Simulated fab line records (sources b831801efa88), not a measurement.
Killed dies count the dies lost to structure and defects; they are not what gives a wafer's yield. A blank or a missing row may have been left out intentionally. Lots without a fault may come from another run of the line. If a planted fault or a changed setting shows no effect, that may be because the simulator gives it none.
One fault through the eyes of 2 desks	flow sky130	every desk sees just its own numbers, and what lay behind them comes last

TOOL OWNER'S DESK, rie diel-03
The tool's own readings at SKY_POLY_GATE_ETCH_15 (etches BARC in N2/H2, stops on SiO2, time 118.5 s, target depth 110 nm): means of the sampled wafers that have a number, for each lot that ran on this tool. The brackets show how far a lot's mean lies from the usual mean; more than 4 standard deviations puts the lot out of limits, marked OUT.
Columns: A = bias w at SKY_POLY_GATE_ETCH_15, usual 99.99 W; B = drypump motor current A at SKY_POLY_GATE_ETCH_15, usual 5.7 A; C = oes product au at SKY_POLY_GATE_ETCH_15, usual 0.716 a.u.; D = throttle valve pct at SKY_POLY_GATE_ETCH_15, usual 13.213 %
lot	first seen here	A	B	C	D
L529	day 17 02:10	100.14	5.7	0.718	13.214
L536	day 20 10:43	99.85	5.4	0.714	13.209
L539	day 21 05:40	96.55 (-12) OUT	5.7	0.717	13.211
L540	day 21 12:22	96.89 (-11) OUT	5.8	0.720	13.216
L549	day 24 18:04	99.94	5.3	0.723	13.214
This desk's finding: out of limits on L539, L540; first on L539, day 21 05:40 (bias w at SKY_POLY_GATE_ETCH_15). Within limits: L529, L536, L549.

METROLOGY DESK
What the gauges read, lot by lot, whatever tool the lot ran on: means of the sampled wafers that have a number. The brackets show how far a lot's mean lies from the usual mean; more than 4 standard deviations puts the lot out of limits, marked OUT.
Columns: A = LDD_N_TW at SKY_LDD_N_TW_MEAS_17, usual 2587; B = POLY_CUT_OVL at SKY_POLY_CUT_OVL_MEAS_09, usual -1 nm
lot	first seen here	A	B
L527	day 17 16:47	2608	8
L528	day 18 02:31	2610	-9
L529	day 18 13:47	2614	-3
L531	day 19 06:50	2556	-5
L533	day 20 07:09	2571	2
L537	day 21 20:00	2570	4
L535	day 21 20:34	2639	-5
L536	day 21 21:13	2577	-1
L539	day 22 15:01	2638	6
L540	day 22 21:57	2628	-7
L548	day 25 12:41	2623	-1
L549	day 26 02:12	2556	-7
This desk found nothing out of limits on any of the 12 lots.

BROUGHT TOGETHER
The tool owner's desk had the chance to raise an alarm at day 21 05:40 on L539, L540.
At the metrology desk, nothing out of limits was observed.
The metrology desk holds a record of L539, L540, inside its limits.
Every lot named ran SKY_POLY_GATE_ETCH_15 on rie diel-03.

WHAT WAS PUT IN BY THE SIMULATOR
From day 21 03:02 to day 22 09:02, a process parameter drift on rie diel-03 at SKY_POLY_GATE_ETCH_15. Setting bias w shifted by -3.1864 from 100. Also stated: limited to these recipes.
Struck lots among those shown: L539, L540.
Hours from the fault's start to each desk's first reading out of limits: the tool owner's desk, 3.
